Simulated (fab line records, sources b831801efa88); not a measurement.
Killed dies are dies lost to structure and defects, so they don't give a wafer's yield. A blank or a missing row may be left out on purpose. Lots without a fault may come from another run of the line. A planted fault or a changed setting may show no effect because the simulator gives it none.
Which tool did it? | flow sky130 | 11 lots, 31 wafers sampled, at 5 steps of a route of 708

WHAT THE GAUGES READ, wafer by wafer
SKY_VIA2_RS_MEAS_22: measures by four-point-probe. Usual: VIA2_W_RS 0.271 ohm/sq, standard deviation 0.0042.
lot  | measured     | on            | VIA2_W_RS (ohm/sq)      | flag
L380 | day 36 19:29 | film_metro-01 | 0.278 0.278 0.267       |
L381 | day 37 06:25 | film_metro-01 | 0.273 0.277 0.269       |
L387 | day 39 08:44 | film_metro-01 | 0.274 0.139 0.273 0.139 | OFF
L388 | day 39 16:46 | film_metro-01 | 0.264 0.138 0.264 0.138 | OFF
L394 | day 41 14:03 | film_metro-02 | 0.270 0.270 0.273       |
L396 | day 41 21:36 | film_metro-02 | 0.274 0.266 0.275       |
L397 | day 42 03:43 | film_metro-04 | 0.272 0.275 0.271       |
L398 | day 42 15:24 | film_metro-01 | 0.268 0.267 0.273       |
L400 | day 43 12:24 | film_metro-01 | 0.275 0.272 0.273       |
L401 | day 43 14:01 | film_metro-04 | 0.265 0.268 0.276       |
L402 | day 43 21:01 | film_metro-02 | 0.269 0.267 0.269       |

SKY_METAL3_CD_MEAS_13: target cd 300 nm. Usual: cd_nm 300.0 nm, standard deviation 1.2.
lot  | measured     | on        | cd_nm (nm)        | flag
L380 | day 39 00:29 | cd_sem-02 | 299.3 300.2 299.7 |
L381 | day 39 12:34 | cd_sem-01 | 301.2 301.2 299.6 |
L387 | day 41 11:44 | cd_sem-02 | 299.7 300.2       |
L388 | day 41 19:37 | cd_sem-02 | 301.8 301.4       |
L394 | day 43 14:41 | cd_sem-01 | 299.8 301.0 301.0 |
L396 | day 43 22:25 | cd_sem-02 | 302.0 301.7 301.0 |
L397 | day 44 03:24 | cd_sem-02 | 297.2 296.1 296.6 |
L398 | day 44 14:56 | cd_sem-01 | 299.0 299.7 300.7 |
L400 | day 45 12:40 | cd_sem-02 | 298.7 299.3 300.2 |
L401 | day 45 12:49 | cd_sem-01 | 298.9 299.9 299.8 |
L402 | day 45 17:46 | cd_sem-02 | 300.0 299.6 300.4 |

WHICH TOOL RAN EACH LOT (tool, then ch and the chambers of the sampled wafers, then the start)
lot  | SKY_VIA2_CVD_21               | SKY_VIA2_CMP_24               | SKY_CAPM_CVD_00
L380 | cvd_w-02 ch 0,1, day 36 19:20 | cmp-01 ch 0,1,3, day 36 19:39 | pecvd-01 ch 1,2, day 36 20:06
L381 | cvd_w-02 ch 0,1, day 37 06:17 | cmp-02 ch 1,2, day 37 06:35   | pecvd-03 ch 0,1,2, day 37 07:02
L387 | cvd_w-02 ch 0,1, day 39 08:35 | cmp-02 ch 2,3, day 39 17:23   | pecvd-04 ch 1,2, day 39 17:44
L388 | cvd_w-02 ch 1, day 39 16:38   | cmp-02 ch 2,3, day 40 00:12   | pecvd-01 ch 0, day 40 00:40
L394 | cvd_w-01 ch 0,1, day 41 13:54 | cmp-01 ch 1,2,3, day 41 14:13 | pecvd-03 ch 0,1,2, day 41 14:40
L396 | cvd_w-02 ch 0,1, day 41 21:28 | cmp-02 ch 1,3, day 41 21:51   | pecvd-01 ch 0,1, day 41 22:16
L397 | cvd_w-01 ch 0,1, day 42 03:35 | cmp-02 ch 2,3, day 42 03:51   | pecvd-04 ch 0,1,2, day 42 04:19
L398 | cvd_w-02 ch 0,1, day 42 15:15 | cmp-01 ch 0,1,2, day 42 15:37 | pecvd-01 ch 1,2, day 42 16:01
L400 | cvd_w-02 ch 0, day 43 12:16   | cmp-01 ch 0,1,3, day 43 12:38 | pecvd-04 ch 0,1,2, day 43 13:02
L401 | cvd_w-02 ch 0,1, day 43 13:53 | cmp-02 ch 1,2, day 43 14:14   | pecvd-01 ch 0,1,2, day 43 14:39
L402 | cvd_w-01 ch 0,1, day 43 20:53 | cmp-01 ch 2,3, day 43 21:11   | pecvd-01 ch 0,1,2, day 43 21:37
- SKY_VIA2_CVD_21: deposits W, target thk 420 nm, time 126.4 s.
- SKY_VIA2_CMP_24: polishes, stops on SiO2, t overpolish 20 s, target thk 0 nm.
- SKY_CAPM_CVD_00: deposits SiO2, target thk 15.5 nm.

WHAT THE TOOLS THEMSELVES READ (means of the sampled wafers that have a number; where no wafer has one, the mark that the record gives instead)
SKY_VIA2_CVD_21. Usual: heater_power_outer_w 507 W, standard deviation 49; heater_power_w 834 W, standard deviation 95.
lot  | tool     | heater_power_outer_w (W) | heater_power_w (W) | flag
L380 | cvd_w-02 | 507                      | 840                |
L381 | cvd_w-02 | 517                      | 841                |
L387 | cvd_w-02 | 506                      | 823                |
L388 | cvd_w-02 | 464                      | 742                |
L394 | cvd_w-01 | 534                      | 886                |
L396 | cvd_w-02 | 535                      | 851                |
L397 | cvd_w-01 | 528                      | 878                |
L398 | cvd_w-02 | 489                      | 800                |
L400 | cvd_w-02 | 554                      | 918                |
L401 | cvd_w-02 | 500                      | 792                |
L402 | cvd_w-01 | 523                      | 892                |

SKY_VIA2_CMP_24. Usual: head_pressure_psi 3.501 psi, standard deviation 0.0076; motor_current_A 10.8 A, standard deviation 1.5; time_to_endpoint_s 102 s, standard deviation 3.7.
lot  | tool   | head_pressure_psi (psi) | motor_current_A (A) | time_to_endpoint_s (s) | flag
L380 | cmp-01 | 3.498                   | 12.6                | 100                    |
L381 | cmp-02 | 3.506                   | 9.1                 | 102                    |
L387 | cmp-02 | 3.498                   | 10.3                | 145                    | OFF
L388 | cmp-02 | 3.504                   | 10.1                | 148                    | OFF
L394 | cmp-01 | 3.506                   | 11.3                | 105                    |
L396 | cmp-02 | 3.503                   | 10.1                | 99                     |
L397 | cmp-02 | 3.504                   | 10.2                | 97                     |
L398 | cmp-01 | 3.493                   | 11.2                | 102                    |
L400 | cmp-01 | 3.510                   | 12.4                | 105                    |
L401 | cmp-02 | 3.508                   | 9.1                 | 103                    |
L402 | cmp-01 | 3.502                   | 12.9                | 103                    |

SKY_CAPM_CVD_00. Usual: heater_power_outer_w 415 W, standard deviation 57; heater_power_w 695 W, standard deviation 97.
lot  | tool     | heater_power_outer_w (W) | heater_power_w (W) | flag
L380 | pecvd-01 | 395                      | 638                |
L381 | pecvd-03 | 391                      | 658                |
L387 | pecvd-04 | 399                      | 688                |
L388 | pecvd-01 | 490                      | 834                |
L394 | pecvd-03 | 395                      | 668                |
L396 | pecvd-01 | 454                      | 773                |
L397 | pecvd-04 | 401                      | 682                |
L398 | pecvd-01 | 356                      | 586                |
L400 | pecvd-04 | 426                      | 729                |
L401 | pecvd-01 | 424                      | 700                |
L402 | pecvd-01 | 409                      | 693                |

THE ANSWER, worked out from the rows above alone
Rule: a lot is off if the mean of its wafers that have a number lies more than 3 standard deviations from the usual mean. A lot without any number at a reading at which 4 lots or more have one is off too. The other lots that the step has rows for count as sound. The gauges are gone through in route order, then the tools' own readings, and for those a lot's mean is taken as printed above. The first step at which some lot is off is used, and at that step the reading that is off furthest; a lot without a number counts as furthest.
Off: L387, L388, at SKY_VIA2_RS_MEAS_22 (VIA2_W_RS).
A tool fits if, at a process step before that reading, it ran every lot that is off, and no sound lot after the first of them. The gauges at SKY_VIA2_RS_MEAS_22 aren't tried: what is off there is off at SKY_VIA2_CMP_24 too, on other tools, and a gauge's error can't cause that. None of those tried fits.

WHAT THE SIMULATOR HAD PUT IN
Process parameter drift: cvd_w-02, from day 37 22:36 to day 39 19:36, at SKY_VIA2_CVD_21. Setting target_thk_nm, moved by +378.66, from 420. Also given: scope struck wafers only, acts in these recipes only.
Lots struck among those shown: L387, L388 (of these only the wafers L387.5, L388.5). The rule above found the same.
